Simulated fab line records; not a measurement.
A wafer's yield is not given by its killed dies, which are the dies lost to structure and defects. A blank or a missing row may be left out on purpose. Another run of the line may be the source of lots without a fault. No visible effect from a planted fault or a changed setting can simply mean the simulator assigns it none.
Which tool did it?    flow gf180mcu    Sampling: 24 lots, 72 wafers, 6 of 602 route steps

## WHAT THE GAUGES READ, wafer by wafer
GF_M4_CD_MEAS_14: target cd 280 nm. Usual: 279.9 nm for cd-nm, sd 1.1.
lot   measured      on         cd-nm (nm)         flag
L074  day 23 17:23  cd-sem-01  278.8 280.1 279.4  
L075  day 24 15:20  cd-sem-01  281.0 280.8 281.1  
L077  day 25 03:51  cd-sem-02  280.5 280.3 280.3  
L076  day 25 09:58  cd-sem-01  279.1 280.0 279.6  
L078  day 25 14:42  cd-sem-02  279.8 280.2 279.7  
L079  day 25 20:00  cd-sem-01  280.9 281.2 281.6  
L080  day 26 10:57  cd-sem-02  279.5 278.6 278.0  
L082  day 27 04:28  cd-sem-01  281.5 280.4 281.5  
L081  day 27 06:41  cd-sem-02  279.1 278.1 278.4  
L084  day 27 09:19  cd-sem-01  281.0 281.1 280.5  
L083  day 27 10:37  cd-sem-02  277.6 278.3 277.7  
L085  day 27 13:48  cd-sem-01  279.3 278.9 278.1  
L086  day 28 03:25  cd-sem-02  281.1 280.8 280.7  
L087  day 28 08:40  cd-sem-02  279.9 280.4 279.0  
L088  day 28 14:07  cd-sem-01  279.2 278.8 279.1  
L089  day 28 22:12  cd-sem-02  280.3 280.3 280.6  
L090  day 29 08:22  cd-sem-01  279.4 280.0 281.1  
L091  day 29 09:00  cd-sem-01  278.9 279.4 278.8  
L092  day 30 01:04  cd-sem-01  280.5 280.5 281.6  
L093  day 30 03:43  cd-sem-02  278.9 279.7 280.0  
L094  day 30 07:42  cd-sem-01  279.9 279.4 280.0  
L095  day 30 15:23  cd-sem-01  281.9 280.9 281.1  
L096  day 30 21:38  cd-sem-02  279.1 278.7 279.4  
L097  day 31 02:22  cd-sem-02  280.3 280.4 280.8  

GF_V4_BOW_MEAS_05. Usual: V4_BOW gives 136 um (standard deviation 8.6).
lot   measured      on             V4_BOW (um)  flag
L074  day 23 18:46  film-metro-03  138 140 136  
L075  day 24 16:51  film-metro-03  141 131 139  
L077  day 25 05:14  film-metro-01  146 124 154  
L076  day 25 11:20  film-metro-01  132 152 149  
L078  day 25 16:09  film-metro-04  132 128 143  
L079  day 25 21:25  film-metro-03  139 128 158  
L080  day 26 12:20  film-metro-03  152 158 150  
L082  day 27 06:02  film-metro-04  141 127 123  
L081  day 27 08:07  film-metro-04  142 135 137  
L084  day 27 10:50  film-metro-04  116 133 131  
L083  day 27 12:01  film-metro-03  134 139 132  
L085  day 27 15:13  film-metro-01  121 128 139  
L086  day 28 04:55  film-metro-01  118 135 136  
L087  day 28 10:11  film-metro-04  139 139 155  
L088  day 28 15:30  film-metro-03  140 145 128  
L089  day 28 23:35  film-metro-04  132 137 139  
L090  day 29 09:52  film-metro-03  145 140 132  
L091  day 29 10:43  film-metro-03  139 136 143  
L092  day 30 02:28  film-metro-04  132 145 139  
L093  day 30 05:06  film-metro-03  140 138 124  
L094  day 30 09:05  film-metro-01  139 131 122  
L095  day 30 16:48  film-metro-04  143 130 123  
L096  day 30 23:02  film-metro-03  132 123 141  
L097  day 31 03:45  film-metro-03  130 140 128  

GF_MIM_RS_MEAS_10: the measuring method here is four-point-probe. Usual: MIM_ALCU_RS gives 0.1600 ohm/sq (standard deviation 0.0017).
lot   measured      on             MIM_ALCU_RS (ohm/sq)  flag
L074  day 24 19:38  film-metro-03  0.1594 0.1584 0.1584  
L075  day 25 16:53  film-metro-04  0.1598 0.1599 0.1606  
L077  day 26 05:19  film-metro-03  0.1608 0.1631 0.1617  
L076  day 26 11:44  film-metro-02  0.1596 0.1606 0.1599  
L078  day 26 15:53  film-metro-04  0.1612 0.1612 0.1617  
L079  day 26 21:47  film-metro-02  0.1582 0.1594 0.1595  
L080  day 27 11:35  film-metro-02  0.1608 0.1581 0.1605  
L082  day 28 04:58  film-metro-04  0.1559 0.1576 0.1566  
L081  day 28 06:55  film-metro-03  0.1603 0.1583 0.1598  
L084  day 28 09:35  film-metro-03  0.1579 0.1579 0.1580  
L083  day 28 10:56  film-metro-03  0.1588 0.1596 0.1602  
L085  day 28 14:07  film-metro-03  0.1609 0.1603 0.1613  
L086  day 29 02:26  film-metro-04  0.1608 0.1617 0.1620  
L087  day 29 08:29  film-metro-02  0.1599 0.1602 0.1575  
L088  day 29 13:17  film-metro-03  0.1600 0.1601 0.1615  
L089  day 29 20:57  film-metro-03  0.1612 0.1618 0.1610  
L090  day 30 07:08  film-metro-03  0.1590 0.1601 0.1607  
L091  day 30 07:55  film-metro-04  0.1596 0.1614 0.1609  
L092  day 30 23:30  film-metro-03  0.1612 0.1626 0.1612  
L093  day 31 02:10  film-metro-02  0.1599 0.1596 0.1579  
L094  day 31 05:58  film-metro-02  0.1593 0.1595 0.1600  
L095  day 31 13:05  film-metro-03  0.1598 0.1586 0.1603  
L096  day 31 18:32  film-metro-04  0.1597 0.1608 0.1583  
L097  day 32 00:01  film-metro-03  0.1635 0.1649 0.1645  

## EACH LOT AND THE TOOL THAT RAN IT (in order: tool; ch and the chambers of the sampled wafers; start)
lot   GF_V2_STRIP_18                        GF_M4_SPUTTER_02              GF_M4_METAL_ETCH_16
L074  plasma-asher-03 ch 0,1, day 20 13:17  pvd-sputter-03, day 22 18:31  rie-metal-01 ch 0,1, day 23 17:31
L075  plasma-asher-02 ch 0,1, day 21 13:04  pvd-sputter-03, day 23 16:54  rie-metal-02 ch 0, day 24 15:29
L077  plasma-asher-02 ch 1, day 22 03:29    pvd-sputter-04, day 24 05:51  rie-metal-02 ch 0,1, day 25 04:01
L076  plasma-asher-02 ch 0,1, day 22 08:14  pvd-sputter-04, day 24 11:48  rie-metal-02 ch 0,1, day 25 10:07
L078  plasma-asher-02 ch 0,1, day 22 15:20  pvd-sputter-02, day 24 17:09  rie-metal-01 ch 0, day 25 14:52
L079  plasma-asher-02 ch 0,1, day 22 19:07  pvd-sputter-03, day 24 21:35  rie-metal-02 ch 0,1, day 25 20:10
L080  plasma-asher-03 ch 0,1, day 23 10:14  pvd-sputter-04, day 25 12:17  rie-metal-01 ch 0,1, day 26 11:07
L082  plasma-asher-04 ch 0,1, day 24 06:14  pvd-sputter-02, day 26 07:10  rie-metal-04 ch 1, day 27 04:37
L081  plasma-asher-04 ch 0,1, day 24 07:20  pvd-sputter-02, day 26 08:43  rie-metal-01 ch 0,1, day 27 06:50
L084  plasma-asher-03 ch 0,1, day 24 10:53  pvd-sputter-03, day 26 11:56  rie-metal-02 ch 1, day 27 09:30
L083  plasma-asher-03 ch 0,1, day 24 12:35  pvd-sputter-03, day 26 12:57  rie-metal-01 ch 0,1, day 27 10:46
L085  plasma-asher-04 ch 0, day 24 16:35    pvd-sputter-02, day 26 16:20  rie-metal-04 ch 1, day 27 13:58
L086  plasma-asher-04 ch 0,1, day 25 07:05  pvd-sputter-02, day 27 06:57  rie-metal-02 ch 0, day 28 03:34
L087  plasma-asher-04 ch 0,1, day 25 11:08  pvd-sputter-03, day 27 11:59  rie-metal-01 ch 0, day 28 08:51
L088  plasma-asher-04 ch 0,1, day 25 17:22  pvd-sputter-02, day 27 17:37  rie-metal-01 ch 0,1, day 28 14:16
L089  plasma-asher-02 ch 0,1, day 26 04:01  pvd-sputter-02, day 28 02:09  rie-metal-01 ch 0,1, day 28 22:22
L090  plasma-asher-03 ch 0,1, day 26 13:22  pvd-sputter-02, day 28 12:26  rie-metal-01 ch 0,1, day 29 08:31
L091  plasma-asher-04 ch 0,1, day 26 13:53  pvd-sputter-03, day 28 12:44  rie-metal-04 ch 0,1, day 29 09:10
L092  plasma-asher-04 ch 0,1, day 27 08:11  pvd-sputter-03, day 29 06:16  rie-metal-04 ch 0,1, day 30 01:13
L093  plasma-asher-02 ch 0,1, day 27 11:16  pvd-sputter-04, day 29 07:50  rie-metal-02 ch 0,1, day 30 03:52
L094  plasma-asher-03 ch 0,1, day 27 16:35  pvd-sputter-03, day 29 13:05  rie-metal-01 ch 0,1, day 30 07:52
L095  plasma-asher-03 ch 0,1, day 28 02:37  pvd-sputter-03, day 29 20:57  rie-metal-01 ch 0,1, day 30 15:33
L096  plasma-asher-04 ch 0,1, day 28 07:57  pvd-sputter-04, day 30 03:02  rie-metal-04 ch 0,1, day 30 21:48
L097  plasma-asher-04 ch 0,1, day 28 12:29  pvd-sputter-04, day 30 07:38  rie-metal-02 ch 0,1, day 31 02:31
- GF_V2_STRIP_18: strips in O2/N2.
- GF_M4_SPUTTER_02: material AlCu, target thk 450 nm, time 23.9 s.
- GF_M4_METAL_ETCH_16: etches the open film in Cl2/BCl3, stops on SiO2, target depth 750.8 nm, time 125.1 s.

## WHAT THE TOOLS THEMSELVES READ (means of the sampled wafers that have a number; where no wafer has one, the mark that the record gives instead)
GF_V2_STRIP_18. Usual: drypump-motor-current-A 5.5 A, standard deviation 0.4; heater-power-w 352 W, standard deviation 34; oes-product-au 0.592 a.u., standard deviation 0.005.
lot   tool             drypump-motor-current-A (A)  heater-power-w (W)  oes-product-au (a.u.)  flag
L074  plasma-asher-03  5.6                          368                 0.593                  
L075  plasma-asher-02  5.8                          328                 0.593                  
L077  plasma-asher-02  5.9                          330                 0.590                  
L076  plasma-asher-02  5.8                          330                 0.594                  
L078  plasma-asher-02  5.7                          328                 0.591                  
L079  plasma-asher-02  5.8                          328                 0.593                  
L080  plasma-asher-03  5.2                          327                 0.592                  
L082  plasma-asher-04  5.2                          362                 0.594                  
L081  plasma-asher-04  5.4                          377                 0.586                  
L084  plasma-asher-03  5.2                          337                 0.596                  
L083  plasma-asher-03  5.6                          370                 0.588                  
L085  plasma-asher-04  5.1                          359                 0.593                  
L086  plasma-asher-04  5.3                          362                 0.590                  
L087  plasma-asher-04  5.4                          379                 0.592                  
L088  plasma-asher-04  5.4                          378                 0.591                  
L089  plasma-asher-02  5.8                          329                 0.593                  
L090  plasma-asher-03  5.6                          362                 0.596                  
L091  plasma-asher-04  5.3                          364                 0.593                  
L092  plasma-asher-04  5.4                          372                 0.595                  
L093  plasma-asher-02  5.8                          326                 0.594                  
L094  plasma-asher-03  5.6                          368                 0.591                  
L095  plasma-asher-03  5.6                          368                 0.592                  
L096  plasma-asher-04  5.4                          370                 0.591                  
L097  plasma-asher-04  5.4                          382                 0.593                  

GF_M4_SPUTTER_02. Usual: 30.5 % for throttle-valve-pct, sd 1.3.
lot   tool            throttle-valve-pct (%)  flag
L074  pvd-sputter-03  29.9                    
L075  pvd-sputter-03  30.6                    
L077  pvd-sputter-04  29.5                    
L076  pvd-sputter-04  29.9                    
L078  pvd-sputter-02  30.8                    
L079  pvd-sputter-03  31.1                    
L080  pvd-sputter-04  30.2                    
L082  pvd-sputter-02  30.5                    
L081  pvd-sputter-02  30.6                    
L084  pvd-sputter-03  29.4                    
L083  pvd-sputter-03  32.0                    
L085  pvd-sputter-02  30.5                    
L086  pvd-sputter-02  30.5                    
L087  pvd-sputter-03  30.8                    
L088  pvd-sputter-02  30.3                    
L089  pvd-sputter-02  30.7                    
L090  pvd-sputter-02  29.9                    
L091  pvd-sputter-03  31.4                    
L092  pvd-sputter-03  31.5                    
L093  pvd-sputter-04  29.4                    
L094  pvd-sputter-03  29.7                    
L095  pvd-sputter-03  31.9                    
L096  pvd-sputter-04  29.9                    
L097  pvd-sputter-04  29.1                    

GF_M4_METAL_ETCH_16. Usual: drypump-motor-current-A 6.1 A, standard deviation 0.4; mfc-cl2-sccm 80.00 sccm, standard deviation 0.23; oes-product-au 0.989 a.u., standard deviation 0.0063; throttle-valve-pct 28.232 %, standard deviation 0.011.
lot   tool          drypump-motor-current-A (A)  mfc-cl2-sccm (sccm)  oes-product-au (a.u.)  throttle-valve-pct (%)  flag
L074  rie-metal-01  6.6                          80.29                0.991                  28.235                  
L075  rie-metal-02  5.8                          79.76                0.986                  28.232                  
L077  rie-metal-02  5.9                          80.03                0.991                  28.236                  
L076  rie-metal-02  6.0                          79.93                0.993                  28.230                  
L078  rie-metal-01  6.7                          79.80                0.992                  28.220                  
L079  rie-metal-02  5.9                          79.95                0.992                  28.231                  
L080  rie-metal-01  6.4                          80.16                0.988                  28.230                  
L082  rie-metal-04  6.0                          79.78                0.984                  28.240                  
L081  rie-metal-01  6.5                          80.24                0.985                  28.235                  
L084  rie-metal-02  6.1                          80.23                0.985                  28.228                  
L083  rie-metal-01  6.4                          80.01                0.991                  28.234                  
L085  rie-metal-04  6.0                          79.90                0.978                  28.247                  
L086  rie-metal-02  5.8                          80.05                0.997                  28.220                  
L087  rie-metal-01  6.7                          80.20                0.986                  28.233                  
L088  rie-metal-01  6.3                          79.98                0.996                  28.220                  
L089  rie-metal-01  6.3                          79.91                0.994                  28.231                  
L090  rie-metal-01  6.5                          80.08                0.988                  28.220                  
L091  rie-metal-04  5.8                          79.97                0.982                  28.236                  
L092  rie-metal-04  5.8                          79.99                0.984                  28.245                  
L093  rie-metal-02  6.0                          79.88                0.992                  28.227                  
L094  rie-metal-01  6.5                          79.67                0.987                  28.225                  
L095  rie-metal-01  6.5                          79.73                0.995                  28.227                  
L096  rie-metal-04  5.6                          80.23                0.988                  28.223                  
L097  rie-metal-02  6.0                          80.09                0.992                  28.232                  

## THE ANSWER, worked out from the rows above alone
Rule: take the mean of a lot's wafers that have a number; if it is more than 3 standard deviations from the usual mean, the lot is off. Also off: a lot with no number at a reading for which 4 or more lots have one. Where the step has rows for the other lots, those lots are counted as sound. After the gauges, taken in route order, come the tools' own readings; for these a lot's mean is taken, as printed above. The first step at which some lot is off is used, and at that step the reading that is off furthest; a lot without a number counts as furthest.
Across all readings shown, no lot is off: no conclusion can be drawn from this.

## WHAT HAD BEEN PUT IN BY THE SIMULATOR
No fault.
